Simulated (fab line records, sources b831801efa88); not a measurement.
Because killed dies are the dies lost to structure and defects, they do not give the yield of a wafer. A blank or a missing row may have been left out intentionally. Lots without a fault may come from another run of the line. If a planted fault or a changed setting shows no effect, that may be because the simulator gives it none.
fab line records	flow sky130
record: lots: 13	wafers: 39	lastDay: 50
route steps=708 shown PWDE@52 NWELL@63 VT_ADJUST_HVTP@92 VT_ADJUST_LVTN@99 PAD_OPEN@708
lots untouched by any fault: they come from a run of this same line in which no faults occurred
startH: hours from the record's opening day to when the first of the lot's shown wafers began	waitH: hours elapsed since this lot's preceding step	" as in the row above	L1.1+2: a single row standing in for several wafers	- either no value or no given start	* or withheld: withheld	< > ~ a bound
route shown NAME@n: names a module that has steps shown in the file, with the first one's number in the route	usual: mean/standard deviation taken from wafers without a fault	same: alike in all rows	chamber/n: place in a boat	sites: readings site by site	_std_site: how widely they spread, as a standard deviation	_edge_site: the outer-site mean with the inner-site mean subtracted	radiusMm: how far each site lies from the wafer's centre	mask NAME#n: copy n	behind: the last tool/chamber to shape the wafer	hold: why the lot was held/for how many hours/how that ended	device: the transistor (n, p or np) that didn't switch	end of line: the tests these same wafers got at the end of their route	a step given without rows: its recipe and nothing more	killed: not the wafer's yield, but the dies lost to structure and defects at the first sort	map: the dies of a wafer, with x for killed, . for not killed, _ for no die there
set.NAME: the setting as run; set.NAME@STEP: as run at that earlier step	model.NAME: the simulator's own value behind a step, which no gauge read
the route's steps for a sample of lots (tables are steps, rows are wafers)
services: the hour from which a tool's chamber was out of use, counted from the record's first day as startH (under 0 if before that day), plus the number of hours and why
== steps ==
step: SKY_PWDE_OVL_MEAS_07
usual: PWDE_OVL: -0.2/1.2
lot.wafer	tool	chamber	startH	waitH	PWDE_OVL[nm]
L186.1	overlay-01	-	67.21	-	-0.4
L186.4	"	-	"	"	-2.5
L186.5	"	-	"	"	-2.4
L187.3	overlay-01	-	72.97	-	-1.6
L187.4	"	-	"	"	-1.5
L187.6	"	-	"	"	-1.0
L188.1	overlay-02	-	78.71	-	0.6
L188.5	"	-	"	"	0.9
L188.6	"	-	"	"	0.9
L189.2	overlay-02	-	82.34	-	-0.3
L189.3	"	-	"	"	0.3
L189.4	"	-	"	"	1.0
L190.2	overlay-02	-	88.76	-	-1.5
L190.3	"	-	"	"	-0.6
L190.5	"	-	"	"	1.3
L191.2	overlay-01	-	99.27	-	-1.1
L191.3	"	-	"	"	1.4
L191.5	"	-	"	"	0.5
L196.1	overlay-01	-	132.06	-	-0.3
L196.3	"	-	"	"	0.3
L196.5	"	-	"	"	0.4
L197.3	overlay-02	-	134.07	-	1.4
L197.5	"	-	"	"	1.0
L197.6	"	-	"	"	0.8
L200.1	overlay-02	-	149.96	-	-1.4
L200.2	"	-	"	"	0.4
L200.3	"	-	"	"	-1.0
L202.2	overlay-02	-	159.64	-	2.0
L202.4	"	-	"	"	-1.0
L202.5	"	-	"	"	0.8
L207.1	overlay-01	-	186.69	-	-0.5
L207.3	"	-	"	"	1.3
L207.5	"	-	"	"	-0.1
L208.2	overlay-01	-	192.26	-	-1.9
L208.3	"	-	"	"	-0.5
L208.6	"	-	"	"	-1.1
L209.2	overlay-02	-	198.57	-	-0.9
L209.3	"	-	"	"	-1.1
L209.5	"	-	"	"	-1.9
step: SKY_NWELL_OVL_MEAS_10
usual: NWELL_00_OVL: -0.3/1.3
lot.wafer	tool	chamber	startH	waitH	NWELL_00_OVL[nm]
L186.1	overlay-01	-	84.39	-	-1.1
L186.4	"	-	"	"	-0.3
L186.5	"	-	"	"	-1.4
L187.3	overlay-02	-	89.12	-	0.1
L187.4	"	-	"	"	1.5
L187.6	"	-	"	"	1.8
L188.1	overlay-02	-	95.82	-	0.1
L188.5	"	-	"	"	0.4
L188.6	"	-	"	"	0.6
L189.2	overlay-02	-	99.34	-	-1.3
L189.3	"	-	"	"	-2.4
L189.4	"	-	"	"	-0.6
L190.2	overlay-02	-	105.88	-	1.4
L190.3	"	-	"	"	2.9
L190.5	"	-	"	"	-0.5
L191.2	overlay-02	-	117.34	-	1.2
L191.3	"	-	"	"	0.2
L191.5	"	-	"	"	-0.4
L196.1	overlay-02	-	151.69	-	-1.0
L196.3	"	-	"	"	0.5
L196.5	"	-	"	"	1.0
L197.3	overlay-02	-	153.30	-	0.6
L197.5	"	-	"	"	-0.2
L197.6	"	-	"	"	1.4
L200.1	overlay-02	-	169.57	-	-1.7
L200.2	"	-	"	"	0.3
L200.3	"	-	"	"	-0.9
L202.2	overlay-02	-	179.86	-	1.2
L202.4	"	-	"	"	-0.4
L202.5	"	-	"	"	0.3
L207.1	overlay-02	-	208.86	-	-2.3
L207.3	"	-	"	"	-1.7
L207.5	"	-	"	"	-0.2
L208.2	overlay-02	-	213.33	-	0.0
L208.3	"	-	"	"	2.3
L208.6	"	-	"	"	2.5
L209.2	overlay-02	-	221.06	-	-2.2
L209.3	"	-	"	"	-2.5
L209.5	"	-	"	"	-1.3
step: SKY_VT_ADJUST_HVTP_CD_MEAS_07
recipe: targetCdNm: 380
usual: cdNm: 380.1/2.4
lot.wafer	tool	chamber	startH	waitH	cdNm
L186.1	cdSem-01	-	121.02	0.1	379.8
L186.4	"	-	"	"	383.3
L186.5	"	-	"	"	381.6
L187.3	cdSem-01	-	124.91	0.1	378.8
L187.4	"	-	"	"	379.9
L187.6	"	-	"	"	379.7
L188.1	cdSem-02	-	132.42	0.1	378.8
L188.5	"	-	"	"	376.3
L188.6	"	-	"	"	377.5
L189.2	cdSem-01	-	136.74	0.1	378.5
L189.3	"	-	"	"	380.2
L189.4	"	-	"	"	380.4
L190.2	cdSem-01	-	143.53	0.1	382.4
L190.3	"	-	"	"	382.1
L190.5	"	-	"	"	382.2
L191.2	cdSem-02	-	155.68	0.1	377.6
L191.3	"	-	"	"	376.6
L191.5	"	-	"	"	378.0
L196.1	cdSem-01	-	194.09	0.1	377.5
L196.3	"	-	"	"	377.1
L196.5	"	-	"	"	375.2
L197.3	cdSem-01	-	196.06	0.1	381.7
L197.5	"	-	"	"	380.1
L197.6	"	-	"	"	380.2
L200.1	cdSem-01	-	211.57	0.1	382.0
L200.2	"	-	"	"	378.7
L200.3	"	-	"	"	379.1
L202.2	cdSem-01	-	223.56	0.1	384.7
L202.4	"	-	"	"	381.1
L202.5	"	-	"	"	381.6
L207.1	cdSem-01	-	255.01	0.1	378.7
L207.3	"	-	"	"	375.1
L207.5	"	-	"	"	377.9
L208.2	cdSem-01	-	259.49	0.1	379.4
L208.3	"	-	"	"	378.9
L208.6	"	-	"	"	380.0
L209.2	cdSem-01	-	269.21	0.1	378.7
L209.3	"	-	"	"	378.1
L209.5	"	-	"	"	378.6
step: SKY_VT_ADJUST_LVTN_COAT_02
recipe: spinRpm: 2000	resistThkNm: 3000
lot.wafer	tool	chamber	startH	waitH
L186.1+4+5	lithoTrack-03	0	130.87	0.1
L187.3+4+6	lithoTrack-03	0	134.17	0.1
L188.1+5+6	lithoTrack-01	0	142.21	0.1
L189.2+3+4	lithoTrack-01	0	145.74	0.1
L190.2+3+5	lithoTrack-01	0	152.64	0.1
L191.2+3+5	lithoTrack-02	0	165.48	0.1
L196.1+3+5	lithoTrack-01	0	204.71	0.1
L197.3+5+6	lithoTrack-01	0	206.41	0.1
L200.1+2+3	lithoTrack-01	0	222.46	0.1
L202.2+4+5	lithoTrack-02	0	234.98	0.1
L207.1+3+5	lithoTrack-02	0	267.26	0.1
L208.2+3+6	lithoTrack-02	0	271.48	0.1
L209.2+3+5	lithoTrack-02	0	280.73	0.1
step: SKY_VT_ADJUST_LVTN_STRIP_09
recipe: chemistry: O2/N2	powerW: 1400	pressureMtorr: 1500	platenTempC: withheld	o2FlowSccm: 3000	n2FlowSccm: 300	overashFraction: 0.5
usual: chamberPressureMTorr: 1499.8/1.3	drypumpMotorCurrentA: 6.1/0.49	oesProductAu: 0.723/0.0042	stripTimeToEndpointS: 36.91/0.095
lot.wafer	tool	chamber	startH	waitH	chamberPressureMTorr	drypumpMotorCurrentA	oesProductAu	rfHoursCounterH	stripTimeToEndpointS
L186.1	plasmaAsher-04	0	140.59	0.1	1497.4	5.6	0.713	2	36.82
L186.4	"	0	"	"	1498.9	5.6	0.717	-	36.79
L186.5	"	0	"	"	1500.6	5.6	0.723	-	36.68
L187.3	plasmaAsher-02	1	143.94	0.1	1500.7	6.4	0.722	-	36.76
L187.4	"	0	"	"	1497.5	6.6	0.726	-	36.88
L187.6	"	0	"	"	1499.7	6.6	0.720	-	36.82
L188.1	plasmaAsher-02	0	152.44	0.1	1500.7	6.6	0.725	49	37.05
L188.5	"	0	"	"	1501.2	6.7	0.724	-	37.08
L188.6	"	1	"	"	1500.4	6.4	0.725	-	37.07
L189.2	plasmaAsher-02	0	156.20	0.1	1498.7	6.7	0.728	49	36.98
L189.3	"	1	"	"	1501.6	6.4	0.731	-	36.91
L189.4	"	0	"	"	1500.3	6.7	0.728	-	36.98
L190.2	plasmaAsher-04	1	162.84	0.1	1499.0	6.0	0.734	5	37.02
L190.3	"	0	"	"	1497.6	5.6	0.723	-	37.01
L190.5	"	1	"	"	1499.6	6.0	0.721	-	37.06
L191.2	plasmaAsher-04	0	176.39	0.1	1499.2	5.6	0.714	7	36.91
L191.3	"	0	"	"	1500.5	5.6	0.728	-	36.92
L191.5	"	1	"	"	1501.8	6.0	0.723	-	36.95
L196.1	plasmaAsher-01	0	215.94	0.1	1498.9	5.4	0.718	38	36.81
L196.3	"	0	"	"	1500.2	5.4	0.715	-	36.93
L196.5	"	1	"	"	1500.6	6.6	0.730	-	36.93
L197.3	plasmaAsher-02	0	217.39	0.1	1499.2	6.6	0.725	-	34.00
L197.5	"	1	"	"	1499.3	6.5	0.713	-	33.96
L197.6	"	0	"	"	1499.6	6.7	0.716	-	33.98
L200.1	plasmaAsher-04	0	234.66	0.1	1498.1	5.5	0.717	12	33.96
L200.2	"	1	"	"	1501.6	6.0	0.723	12	33.95
L200.3	"	0	"	"	1499.6	5.6	0.724	-	34.05
L202.2	plasmaAsher-04	0	247.10	0.1	1499.3	5.6	0.715	14	36.83
L202.4	"	0	"	"	1502.3	5.6	0.719	-	36.82
L202.5	"	1	"	"	1502.3	6.0	0.720	-	36.84
L207.1	plasmaAsher-04	0	279.51	0.1	1503.2	5.6	0.725	17	36.89
L207.3	"	0	"	"	1498.7	5.6	0.721	-	36.96
L207.5	"	0	"	"	1500.0	5.6	0.725	-	36.93
L208.2	plasmaAsher-01	0	284.60	0.1	1499.7	5.4	0.722	45	36.99
L208.3	"	0	"	"	1499.3	5.4	0.723	-	36.99
L208.6	"	1	"	"	1501.0	6.6	0.719	-	36.94
L209.2	plasmaAsher-01	0	293.75	0.1	1500.1	5.4	0.720	46	36.96
L209.3	"	1	"	"	1500.3	6.6	0.727	-	37.01
L209.5	"	0	"	"	1498.3	5.4	0.725	-	37.00
step: SKY_PAD_OPEN_PROBE_99
usual: killed_at_M0_to_M3: 42/6.9	killed_at_M4_up: 3.2/1.7	killedAtContacts: 23/5.5	killedAtFrontEnd: 16/4	killedAtOther: 0.4/0.55	killedDies: 85/9.2	killedOpen: 46/6.8	killedShort: 38/6.2
same: grossDies: 492	killedAtBackSide: 0
lot.wafer	tool	chamber	startH	waitH	killed_at_M0_to_M3	killed_at_M4_up	killedAtContacts	killedAtFrontEnd	killedAtOther	killedDies	killedOpen	killedShort
L197.3	prober-01	-	1144.66	0.2	48	4	24	14	0	90	48	42
L197.5	prober-01	-	1144.76	0.2	36	5	18	11	0	70	35	35
L197.6	prober-01	-	1144.81	0.2	43	1	13	20	0	77	48	29
killed by level:class
L197.3 VIA1:geometricParticle:open=11 VIA2:geometricParticle:open=9 CONTACT:geometricParticle:open=8 METAL2:geometricParticle:short=7 VIA1:geometricParticle:short=6 LI_CONTACT:geometricParticle:open=5 LI_CONTACT:geometricParticle:short=4 CONTACT:geometricParticle:short=4
L197.5 VIA1:geometricParticle:open=7 VIA3:geometricParticle:open=7 CONTACT:geometricParticle:open=6 VIA3:geometricParticle:short=5 METAL1:geometricParticle:short=5 METAL2:geometricParticle:short=4 CONTACT:geometricParticle:short=4 METAL4:geometricParticle:short=4
L197.6 VIA1:geometricParticle:open=12 CONTACT:geometricParticle:open=6 VIA1:geometricParticle:short=6 VIA2:geometricParticle:open=6 VIA3:geometricParticle:open=6 FIELD_ISO:geometricParticle:open=5 POLY_GATE:geometricParticle:open=4 METAL1:geometricParticle:short=4
== services ==
tool	chamber	startH	hours	kind
plasmaAsher-04	-	108.75	9.0	pm
plasmaAsher-04	0	108.75	9.0	ventCycle
plasmaAsher-04	1	108.75	9.0	ventCycle
plasmaAsher-04	0	117.75	-	clean
plasmaAsher-04	1	117.75	-	clean
plasmaAsher-01	-	143.21	22.6	repair
plasmaAsher-02	-	161.53	2.2	repair
plasmaAsher-02	-	229.49	5.3	pm
plasmaAsher-04	-	231.31	0.7	repair
== key ==
firstSign: step: SKY_VT_ADJUST_LVTN_STRIP_09	reading: stripTimeToEndpointS	direction: down	sigmas: 31	usual: *	struck: *
effect none on later readings
metAt SKY_VT_ADJUST_LVTN_COAT_02
struckLots L197,L200
testerLeftOut L197,L200
notActingAt SKY_PWDE_OVL_MEAS_07,SKY_NWELL_OVL_MEAS_10,SKY_VT_ADJUST_HVTP_CD_MEAS_07
onsetBetween 204.71 206.41
fault: kind: processParameterDrift	tool: lithoTrack-01	chamber: -	onsetH: 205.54	steps: SKY_VT_ADJUST_LVTN_COAT_02	channel: resistThkNm	offset: -256.71	shape: step	endH: 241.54	actsIn: theseRecipesOnly	stated: 3000
testerLeftOut: of these lots the tester's yield and bins aren't shown, on N5 and GAA mostly nor the transistor test; their killed dies are dies lost to structure and defects alone, not to doping, threshold or leakage, so they don't give the yield
